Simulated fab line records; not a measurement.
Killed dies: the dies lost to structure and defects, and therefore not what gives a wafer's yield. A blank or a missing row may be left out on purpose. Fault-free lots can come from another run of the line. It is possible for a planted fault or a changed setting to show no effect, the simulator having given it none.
The tool behind it: which one?	flow gf180mcu	Sampling: 6 lots, 18 wafers, 2 of 602 route steps

## WHAT EACH GAUGE READ, for each wafer
GF_V2_THK_MEAS_03.
lot	measured	on	V2_CVD_02_THK (nm)
L507	day 19 12:41	film_metro-01	836 853 855
L511	day 21 06:35	film_metro-01	849 862 871
L513	day 21 22:01	film_metro-03	859 858 871
L516	day 23 01:16	film_metro-01	837 871 858
L521	day 24 13:04	film_metro-01	843 863 860
L526	day 26 06:56	film_metro-02	829 845 850

## EACH LOT AND THE TOOL THAT RAN IT (in order: tool; ch and the chambers of the sampled wafers; start)
lot	GF_M1_SPUTTER_01
L507	pvd_sputter-04, day 16 09:36
L511	pvd_sputter-03, day 18 01:29
L513	pvd_sputter-02, day 18 17:37
L516	pvd_sputter-02, day 19 23:16
L521	pvd_sputter-04, day 21 13:26
L526	pvd_sputter-03, day 23 09:34
- GF_M1_SPUTTER_01: material TiN, target thk 30 nm, time 25 s.

## THE ANSWER, worked out from the rows above alone
Rule: usual is defined by the lots themselves. Put in order of their means at a reading, lots are off if they are a third of the lots or fewer, leave a main group of 4 or more, and stand apart from it by a gap of 3 or more times the standard deviation of the main group's means; of several such gaps the widest counts. A main group whose means are all the same, to the digits that the tables above print for the reading, isn't used. Also off: a lot with no number at a reading for which 4 or more lots have one. The other lots that the step has rows for count as sound.
None of the lots is off at any reading shown; this tells nothing.

## WHAT THE SIMULATOR PUT IN
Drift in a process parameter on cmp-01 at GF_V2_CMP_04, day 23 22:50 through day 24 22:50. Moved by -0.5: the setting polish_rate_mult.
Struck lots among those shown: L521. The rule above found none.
